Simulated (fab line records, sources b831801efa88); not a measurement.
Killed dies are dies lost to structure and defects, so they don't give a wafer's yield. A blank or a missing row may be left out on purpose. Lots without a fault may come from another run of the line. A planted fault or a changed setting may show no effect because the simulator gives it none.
Chamber matching | flow gf180mcu | GF_V4_CMP_26 on cmp-02: 4 sister chambers
The step polishes, stops on SiO2, t overpolish 15 s, target thk 0 nm. 7 wafers are shown with their chamber, then 8 later ones without.

WAFERS WITH THEIR CHAMBER
wafer  | chamber | motor_current_A (A) | edge_zone_pressure_frac
L677.5 | 0       | 13.1                | 0.992
L679.3 | 1       | 11.4                | 1.002
L679.4 | 2       | 10.6                | 1.005
L681.2 | 3       | 10.8                | 1.004
L681.4 | 2       | 11.1                | 1.001
L681.6 | 0       | 13.2                | 0.998
L682.1 | 3       | 10.4                | 1.002

WAFERS WITHOUT THEIR CHAMBER
wafer  | motor_current_A (A) | edge_zone_pressure_frac
L682.2 | 13.5                | 0.999
L682.5 | 12.9                | 0.999
L684.2 | 11.5                | 0.998
L684.3 | 12.6                | 1.002
L684.4 | 10.6                | 1.005
L685.1 | 12.8                | 0.993
L685.3 | 10.8                | 1.005
L685.4 | 10.7                | 1.013

WHICH CHAMBER EACH WENT THROUGH
wafer  | from the rows above          | in truth
L682.2 | 0                            | 0
L682.5 | 0                            | 0
L684.2 | can't be placed: 1 or 2      | 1
L684.3 | can't be placed: 0 or 1      | 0
L684.4 | can't be placed: 3 or 2      | 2
L685.1 | 0                            | 0
L685.3 | can't be placed: 2 or 3 or 1 | 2
L685.4 | can't be placed: 3 or 2 or 1 | 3
Placed correctly: 3 of 8. Can't be placed from these rows: 5 (the true chamber is among the candidates in 5). Placed wrongly: 0.
How it was worked out, from the rows above alone: a wafer's distance from a chamber is the root of the sum, over the readings, of the square of ((its reading less the chamber's mean) divided by the reading's scatter). The wafer belongs to the nearest chamber; if the next one is less than 2 further off, it can't be placed. A chamber's mean is the mean of its shown wafers. The scatter: the root of (the sum of the squares of (reading less its chamber's mean) over the shown wafers, divided by (wafers less chambers)).
